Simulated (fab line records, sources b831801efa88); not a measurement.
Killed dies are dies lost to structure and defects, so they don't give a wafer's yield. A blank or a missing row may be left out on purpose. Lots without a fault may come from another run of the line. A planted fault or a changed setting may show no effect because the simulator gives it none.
fab line records | flow sky130
record lots=11 wafers=32 last_day=50
route steps=708 shown LDD_HVN@276 SD_N@351 LI_CONTACT@363
lots that met no fault: from a run of the same line without faults
start_h: hours from the record's first day to the start of the lot's first wafer shown | wait_h: hours since the lot's step before | " the same as in the row above | L1.1+2: a row that stands for several wafers | - no value, or no start given | * or withheld: withheld | < > ~ a bound
route shown NAME@n: a module of which the file shows steps, and the number in the route of the first | usual: mean/standard deviation of fault-free wafers | same: alike in all rows | chamber/n: place in a boat | sites: the reading at each site | _std_site: their standard deviation | _edge_site: outer sites' mean less inner sites' | radius_mm: how far each site lies from the wafer's centre | mask NAME#n: copy n | behind: the tool/chamber that last shaped the wafer | hold: why the lot was held/for how many hours/how that ended | device: the transistor (n, p or np) that didn't switch | end of line: the same wafers' tests at the end of the route | a step without rows: its recipe alone | killed: dies lost to structure and defects at the first sort, not the wafer's yield | map: a wafer's dies, x killed, . not, _ none there
set.NAME: the setting as run; set.NAME@STEP: as run at that earlier step | model.NAME: the simulator's own value behind a step, which no gauge read
steps of the route over a sample of lots; a table a step, a row a wafer
services: from which hour (start_h, from the record's first day; less than 0 if before it) a tool's chamber was out of use, for how many hours, and why
## steps
# step SKY_LDD_HVN_STRIP_09
# recipe chemistry=O2/N2 power_w=1400 pressure_mtorr=1500 platen_temp_c=withheld o2_flow_sccm=3000 n2_flow_sccm=300 overash_fraction=0.5
# usual drypump_motor_current_A=5.8/0.55 oes_product_au=0.408/0.0047 strip_time_to_endpoint_s=4.132/0.015
# columns lot.wafer tool chamber start_h wait_h drypump_motor_current_A oes_product_au rf_hours_counter_h strip_time_to_endpoint_s
L220.2 plasma_asher-04 1 504.38 0.1 5.6 0.402 69 4.120
L220.4 " 0 " " 5.9 0.414 - 4.144
L220.6 " 1 " " 5.6 0.410 - 4.116
L221.3 plasma_asher-02 0 509.56 0.1 6.1 0.409 - 4.109
L221.5 " 0 " " 6.0 0.414 - 4.125
L221.6 " 1 " " 5.0 0.405 - 4.127
L222.3 plasma_asher-01 0 529.91 0.1 5.6 0.405 - 4.138
L222.4 " 1 " " 6.7 0.401 - 4.136
L222.6 " 1 " " 6.7 0.410 - 4.152
L225.1 plasma_asher-01 0 543.18 0.1 5.6 0.410 82 4.155
L225.3 " 0 " " 5.6 0.404 - 4.137
L227.1 plasma_asher-02 1 564.26 0.1 5.0 0.404 13 4.105
L227.2 " 0 " " 6.0 0.408 13 4.119
L227.3 " 1 " " 5.0 0.410 - 4.113
L228.1 plasma_asher-04 1 567.26 0.1 5.6 0.413 76 4.095
L228.3 " 0 " " 5.9 0.414 - 4.116
L228.5 " 1 " " 5.6 0.404 - 4.128
L230.2 plasma_asher-04 0 584.91 0.1 5.9 0.406 77 4.128
L230.3 " 1 " " 5.6 0.407 - 4.139
L230.5 " 0 " " 5.9 0.411 - 4.126
L232.1 plasma_asher-04 0 599.39 0.1 5.9 0.409 79 4.121
L232.3 " 1 " " 5.6 0.415 - 4.124
L232.5 " 0 " " 5.9 0.405 - 4.117
L235.2 plasma_asher-02 1 622.59 0.1 5.0 0.408 19 4.157
L235.3 " 1 " " 5.0 0.411 - 4.146
L235.6 " 1 " " 5.0 0.409 - 4.186
L237.2 plasma_asher-01 0 642.89 0.1 5.6 0.411 90 4.140
L237.5 " 0 " " 5.6 0.406 - 4.126
L237.6 " 1 " " 6.7 0.405 - 4.118
L238.4 plasma_asher-04 1 646.86 0.1 5.6 0.405 - 4.149
L238.5 " 1 " " 5.6 0.419 - 4.133
L238.6 " 0 " " 5.9 0.404 - 4.121
# step SKY_SD_N_IMPLANT_09
# recipe species=As energy_kev=50 dose_cm2=4e+15 tilt_deg=0
# usual beam_energy_keV=50.001/0.016 faraday_current_uA=13016/1500
# columns lot.wafer tool chamber start_h wait_h beam_energy_keV faraday_current_uA
L220.2 implanter-01 0 681.74 0.0 50.006 15303
L220.4 " 0 " " 50.020 15416
L220.6 " 0 " " 49.978 14665
L221.3 implanter-01 0 686.46 0.1 49.990 15048
L221.5 " 0 " " 49.989 14779
L221.6 " 0 " " 50.006 15061
L222.3 implanter-01 0 708.40 0.1 50.017 19233
L222.4 " 0 " " 50.026 19801
L222.6 " 0 " " 49.998 19945
L225.1 implanter-01 0 720.75 0.0 50.020 19167
L225.3 " 0 " " 49.997 19799
L227.1 implanter-03 0 739.38 0.0 49.998 13557
L227.2 " 0 " " 50.017 13423
L227.3 " 0 " " 50.002 13305
L228.1 implanter-02 0 741.10 0.0 49.983 10993
L228.3 " 0 " " 49.975 11455
L228.5 " 0 " " 49.994 11078
L230.2 implanter-03 0 756.89 0.0 49.990 13343
L230.3 " 0 " " 50.012 13246
L230.5 " 0 " " 50.013 13539
L232.1 implanter-03 0 772.55 0.0 50.007 12815
L232.3 " 0 " " 49.992 12912
L232.5 " 0 " " 50.002 13063
L235.2 implanter-02 0 793.22 0.0 49.974 11060
L235.3 " 0 " " 49.987 11040
L235.6 " 0 " " 50.009 11197
L237.2 implanter-03 0 810.54 0.0 50.004 13373
L237.5 " 0 " " 49.993 13308
L237.6 " 0 " " 50.006 13177
L238.4 implanter-02 0 814.19 0.1 50.011 11243
L238.5 " 0 " " 50.008 11274
L238.6 " 0 " " 50.004 11166
# step SKY_SD_N_STRIP_11
# recipe chemistry=O2/N2 power_w=1400 pressure_mtorr=1500 platen_temp_c=withheld o2_flow_sccm=3000 n2_flow_sccm=300 overash_fraction=0.5
# usual drypump_motor_current_A=5.9/0.52 oes_product_au=0.528/0.0048 strip_time_to_endpoint_s=22.55/0.041
# columns lot.wafer tool chamber start_h wait_h drypump_motor_current_A oes_product_au rf_hours_counter_h strip_time_to_endpoint_s
L220.2 plasma_asher-03 0 682.01 0.1 6.3 0.536 55 22.59
L220.4 " 1 " " 5.9 0.537 - 22.52
L220.6 " 1 " " 5.9 0.519 - 22.59
L221.3 plasma_asher-02 1 686.75 0.1 5.0 0.527 - 22.59
L221.5 " 0 " " 6.0 0.532 - 22.61
L221.6 " 1 " " 5.0 0.531 - 22.55
L222.3 plasma_asher-01 0 708.68 0.1 5.6 0.544 - 21.55
L222.4 " 1 " " 6.7 0.541 - 21.64
L222.6 " 0 " " 5.5 0.539 - 21.62
L225.1 plasma_asher-03 0 721.05 0.1 6.4 0.552 57 21.63
L225.3 " 0 " " 6.4 0.542 - 21.62
L227.1 plasma_asher-03 0 739.68 0.1 6.4 0.526 58 22.59
L227.2 " 1 " " 5.9 0.523 58 22.57
L227.3 " 1 " " 5.9 0.527 - 22.56
L228.1 plasma_asher-03 1 741.40 0.1 5.9 0.528 59 22.58
L228.3 " 0 " " 6.4 0.520 - 22.63
L228.5 " 1 " " 5.9 0.523 - 22.64
L230.2 plasma_asher-03 1 757.16 0.1 5.9 0.530 60 22.53
L230.3 " 1 " " 5.9 0.533 - 22.53
L230.5 " 0 " " 6.3 0.518 - 22.53
L232.1 plasma_asher-01 1 772.85 0.1 6.7 0.526 3 22.49
L232.3 " 1 " " 6.7 0.528 - 22.50
L232.5 " 1 " " 6.8 0.530 - 22.56
L235.2 plasma_asher-03 1 793.50 0.1 6.0 0.530 64 22.54
L235.3 " 0 " " 6.3 0.526 - 22.54
L235.6 " 1 " " 5.9 0.534 - 22.52
L237.2 plasma_asher-02 0 810.81 0.1 6.0 0.539 40 22.61
L237.5 " 1 " " 5.0 0.527 - 22.52
L237.6 " 0 " " 6.0 0.524 - 22.56
L238.4 plasma_asher-02 0 814.45 0.1 6.0 0.540 - 22.48
L238.5 " 1 " " 5.0 0.529 - 22.50
L238.6 " 0 " " 6.0 0.527 - 22.48
# step SKY_SD_N_RS_MEAS_16
# recipe thk_meas_gauge=four-point-probe
# usual SD_N_RS=68.56/0.11
# columns lot.wafer tool chamber start_h wait_h hold SD_N_RS[ohm/sq]
L220.2 film_metro-03 - 682.42 0.1 - 68.41
L220.4 " - " " - 68.38
L220.6 " - " " - 68.45
L221.3 film_metro-03 - 687.14 0.1 - 68.54
L221.5 " - " " - 68.56
L221.6 " - " " - 68.57
L222.3 film_metro-01 - 709.07 0.1 await_dispo/0.2h/release 71.15
L222.4 " - " " await_dispo/0.2h/release 71.17
L222.6 " - " " await_dispo/0.2h/release 70.99
L222.3 film_metro-01 - 709.43 0.3 - 71.14
L222.4 " - " " - 71.03
L222.6 " - " " - 70.96
L225.1 film_metro-01 - 721.43 0.1 await_dispo/0.2h/release 71.00
L225.3 " - " " await_dispo/0.2h/release 71.11
L225.1 film_metro-01 - 721.79 0.3 - 71.03
L225.3 " - " " - 70.92
L227.1 film_metro-03 - 740.07 0.1 - 68.56
L227.2 " - " " - 68.60
L227.3 " - " " - 68.48
L228.1 film_metro-04 - 741.84 0.1 - 68.60
L228.3 " - " " - 68.52
L228.5 " - " " - 68.66
L230.2 film_metro-01 - 757.57 0.1 - 68.62
L230.3 " - " " - 68.62
L230.5 " - " " - 68.53
L232.1 film_metro-03 - 773.24 0.1 - 68.53
L232.3 " - " " - 68.52
L232.5 " - " " - 68.43
L235.2 film_metro-04 - 793.90 0.1 - 68.60
L235.3 " - " " - 68.55
L235.6 " - " " - 68.55
L237.2 film_metro-01 - 811.22 0.1 - 68.56
L237.5 " - " " - 68.65
L237.6 " - " " - 68.66
L238.4 film_metro-03 - 814.86 0.1 - 68.49
L238.5 " - " " - 68.69
L238.6 " - " " - 68.66
# step SKY_LI_CONTACT_THK_MEAS_01
# recipe reads=PSG_of_LI_CONTACT_HDPCVD_00
# usual LI_CONTACT_HDPCVD_THK=935/10
# columns lot.wafer tool chamber start_h wait_h LI_CONTACT_HDPCVD_THK[nm]
L220.2 film_metro-03 - 682.91 0.1 917
L220.4 " - " " 912
L220.6 " - " " 937
L221.3 film_metro-03 - 687.61 0.1 948
L221.5 " - " " 932
L221.6 " - " " 934
L222.3 film_metro-03 - 711.10 0.1 920
L222.4 " - " " 928
L222.6 " - " " 925
L225.1 film_metro-04 - 726.29 0.1 933
L225.3 " - " " 934
L227.1 film_metro-03 - 740.60 0.1 922
L227.2 " - " " 935
L227.3 " - " " 930
L228.1 film_metro-03 - 742.32 0.1 934
L228.3 " - " " 934
L228.5 " - " " 930
L230.2 film_metro-04 - 758.04 0.1 935
L230.3 " - " " 942
L230.5 " - " " 947
L232.1 film_metro-01 - 773.72 0.1 947
L232.3 " - " " 917
L232.5 " - " " 949
L235.2 film_metro-03 - 794.42 0.1 940
L235.3 " - " " 955
L235.6 " - " " 951
L237.2 film_metro-04 - 811.69 0.1 935
L237.5 " - " " 926
L237.6 " - " " 949
L238.4 film_metro-04 - 815.31 0.0 943
L238.5 " - " " 928
L238.6 " - " " 929
# step SKY_LI_CONTACT_SPUTTER_19
# recipe material=Ti target_thk_nm=20 chamber_pressure_pa=5 power_w=2500 substrate_temp_c=200 time_s=106.37
# usual throttle_valve_pct=30.2/1.1
# columns lot.wafer tool chamber start_h wait_h throttle_valve_pct
L220.2 pvd_sputter-02 - 712.07 0.0 31.0
L220.4 " - " " 28.7
L220.6 " - " " 30.9
L221.3 pvd_sputter-02 - 717.57 0.0 30.0
L221.5 " - " " 30.2
L221.6 " - " " 30.5
L222.3 pvd_sputter-01 - 738.45 0.0 29.3
L222.4 " - " " 32.0
L222.6 " - " " 30.0
L225.1 pvd_sputter-04 - 750.62 0.0 29.7
L225.3 " - " " 30.6
L227.1 pvd_sputter-01 - 768.81 0.0 31.9
L227.2 " - " " 29.5
L227.3 " - " " 30.1
L228.1 pvd_sputter-04 - 770.67 0.0 30.5
L228.3 " - " " 29.3
L228.5 " - " " 29.5
L230.2 pvd_sputter-04 - 785.79 0.0 30.6
L230.3 " - " " 29.8
L230.5 " - " " 29.6
L232.1 pvd_sputter-01 - 801.34 0.0 28.5
L232.3 " - " " 29.4
L232.5 " - " " 31.9
L235.2 pvd_sputter-02 - 821.79 0.0 31.4
L235.3 " - " " 31.2
L235.6 " - " " 31.3
L237.2 pvd_sputter-01 - 839.41 0.0 31.8
L237.5 " - " " 32.2
L237.6 " - " " 28.5
L238.4 pvd_sputter-01 - 842.70 0.0 28.4
L238.5 " - " " 30.5
L238.6 " - " " 32.0
## services
# columns tool chamber start_h hours kind
plasma_asher-02 - 491.20 1.4 repair
implanter-03 - 509.85 3.8 repair
plasma_asher-03 - 543.95 0.5 repair
pvd_sputter-01 - 547.13 1.0 repair
plasma_asher-03 - 548.65 1.4 repair
plasma_asher-01 - 563.37 4.4 repair
pvd_sputter-01 - 569.16 7.2 repair
plasma_asher-03 - 573.39 0.4 repair
plasma_asher-01 - 590.48 0.6 repair
plasma_asher-01 - 608.89 18.9 repair
plasma_asher-02 - 611.59 2.8 pm
implanter-03 - 613.42 0.8 repair
plasma_asher-01 - 619.80 1.5 repair
plasma_asher-03 - 628.41 30.1 repair
plasma_asher-03 - 660.11 2.8 pm
plasma_asher-03 - 694.39 1.4 repair
plasma_asher-04 - 695.19 4.2 repair
plasma_asher-03 - 702.17 14.1 repair
plasma_asher-03 - 703.84 0.6 repair
plasma_asher-01 - 733.75 9.0 pm
pvd_sputter-01 - 809.19 6.6 repair
plasma_asher-04 - 815.43 1.5 repair
plasma_asher-03 - 815.63 3.5 repair
plasma_asher-01 - 841.53 2.8 pm
## key
first_sign step=SKY_SD_N_IMPLANT_09 reading=faraday_current_uA direction=up sigmas=4.4 usual=13016 struck=19589
effect step=SKY_SD_N_STRIP_11 reading=strip_time_to_endpoint_s direction=down sigmas=23 usual=* struck=*
effect step=SKY_SD_N_RS_MEAS_16 reading=visit direction=added
effect step=SKY_SD_N_RS_MEAS_16 reading=SD_N_RS direction=up sigmas=24 usual=68.56 struck=71.08
met_at SKY_SD_N_IMPLANT_09
struck_lots L222,L225
rows_end L222.3,L222.4,L222.6
tester_left_out L225
not_acting_at SKY_LDD_HVN_STRIP_09,SKY_LI_CONTACT_THK_MEAS_01,SKY_LI_CONTACT_SPUTTER_19
onset_between 686.46 708.40
fault kind=process_parameter_drift tool=implanter-01 chamber=- onset_h=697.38 steps=SKY_SD_N_IMPLANT_09 channel=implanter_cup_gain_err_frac offset=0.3 shape=step end_h=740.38
# tester_left_out: of these lots the tester's yield and bins aren't shown, on N5 and GAA mostly nor the transistor test; their killed dies are dies lost to structure and defects alone, not to doping, threshold or leakage, so they don't give the yield
# rows_end: these wafers met a further fault down the route, and their rows from its step on are left out
